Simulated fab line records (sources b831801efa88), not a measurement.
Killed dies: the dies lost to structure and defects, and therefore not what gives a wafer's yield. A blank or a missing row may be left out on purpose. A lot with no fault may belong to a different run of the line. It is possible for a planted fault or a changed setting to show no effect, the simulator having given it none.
Struck lot and sound lot, side by side | flow sky130 | 15 steps out of a route of 708
Sound: the wafers L456.1, L456.2, L456.4. Struck: wafer L465.2 (L465.1, L465.4, from the same lot, were not struck and are left out); the cause is given at the end.
Each step with rows lists, per side, the tool, then ch with its chambers, then its first start. Under that, the readings that differ: sound wafers | struck wafers | difference of the means | sigmas: that difference in standard deviations of wafers without a fault.
alike: same words and numbers on both sides, and readings whose means sit less than 2 such deviations apart. not compared: any withheld reading, any reading some wafer has no value for, any bound like >300 that may hide the same value, and any number with overlapping values for which the record gives no deviation.
A row with sigmas, a row that says differs or no value, or rows on one side alone: a step with any of these is where the two part. Numbers that don't overlap but have no deviation are shown without sigmas and don't part them. A reading missing from all wafers of one side parts the sides only when that side holds two or more wafers.

first, 8 steps without rows for these wafers: SKY_VIA3_DEHYDRATE_04 (time 60 s); SKY_VIA3_HMDS_05 (prime time 60 s); SKY_VIA3_COAT_06 (resist thk 60 nm); SKY_VIA3_COAT_07 (resist thk 450 nm); SKY_VIA3_SOFTBAKE_08 (time 90 s); SKY_VIA3_EXPOSE_09 (exposes mask VIM3, target cd 200 nm); SKY_VIA3_PEB_10; SKY_VIA3_DEVELOP_11 (develop time 60 s).
SKY_VIA3_CD_MEAS_12 targets a cd of 200 nm.
  sound: cd-sem-01 at day 42 12:17; struck: cd-sem-02 at day 45 01:53
  alike: cd-nm
SKY_VIA3_OVL_MEAS_13:
  sound: overlay-02 at day 42 12:25; struck: overlay-02 at day 45 02:01
  reading       | sound    | struck | difference | sigmas
  VIA3_OVL (nm) | -8 -4 -6 | 4      | +10        | +2
SKY_VIA3_ETCH_14: etches BARC in N2/H2, stops on SiO2, time 45.9 s, target depth 60 nm.
  sound on rie-diel-03 ch 1,2, day 42 12:26; struck on rie-diel-02 ch 2, day 45 02:02
  alike: drypump-motor-current-A, h2-flow-sccm, n2-flow-sccm, oes-product-au, throttle-valve-pct
  not compared: rf-hours-counter-h
SKY_VIA3_ETCH_15: etches SiO2 in C4F8/O2/Ar, stops on TiN, target depth 507 nm, time 78 s.
  sound on rie-diel-03 ch 1,2, day 42 12:29; struck on rie-diel-02 ch 2, day 45 02:05
  alike: oes-product-au
  not compared: rf-hours-counter-h
SKY_VIA3_STRIP_16: strips in O2/N2.
  sound on plasma-asher-03 ch 0,1, day 42 12:32; struck on plasma-asher-03 ch 1, day 45 02:08
  reading                        | sound                | struck | difference | sigmas
  chamber-pressure-mTorr (mTorr) | 1498.5 1501.3 1499.1 | 1798.9 | +299.3     | +99 or more
  strip-time-to-endpoint-s (s)   | 4.114 4.110 4.137    | 4.033  | -0.087     | -3
  alike: drypump-motor-current-A, n2-flow-sccm, oes-product-au
  not compared: rf-hours-counter-h
then, 1 step without rows for these wafers: SKY_VIA3_STRIP_17 (strips in post etch residue remover, time 1200 s).
-- the record jumps here: 5 days lie between the struck wafers' starts before and after (it left off in module VIA3 and takes up again in module PAD_OPEN, whose first step shown is number 708 of the route) --
SKY_PAD_OPEN_PROBE_99:
  sound: prober-02 at day 48 05:16; struck: prober-01 at day 50 05:42
  alike: defect-limited-yield, killed_at_M0_to_M3, killed_at_M4_up, killed-at-contacts, killed-at-front-end, killed-at-other, killed-dies, killed-open, killed-short, sort_bin_3_pad_short, sort_bin_5_function, sort_bin_6_memory, sort-n-pass, sort-yield-pct

== WHERE THEY PART ==
Last at SKY_VIA3_STRIP_16 as far as this record goes, first at SKY_VIA3_OVL_MEAS_13. Later steps at which nothing parts them and some readings are alike: SKY_PAD_OPEN_PROBE_99.

WHY: what had been put in by the simulator
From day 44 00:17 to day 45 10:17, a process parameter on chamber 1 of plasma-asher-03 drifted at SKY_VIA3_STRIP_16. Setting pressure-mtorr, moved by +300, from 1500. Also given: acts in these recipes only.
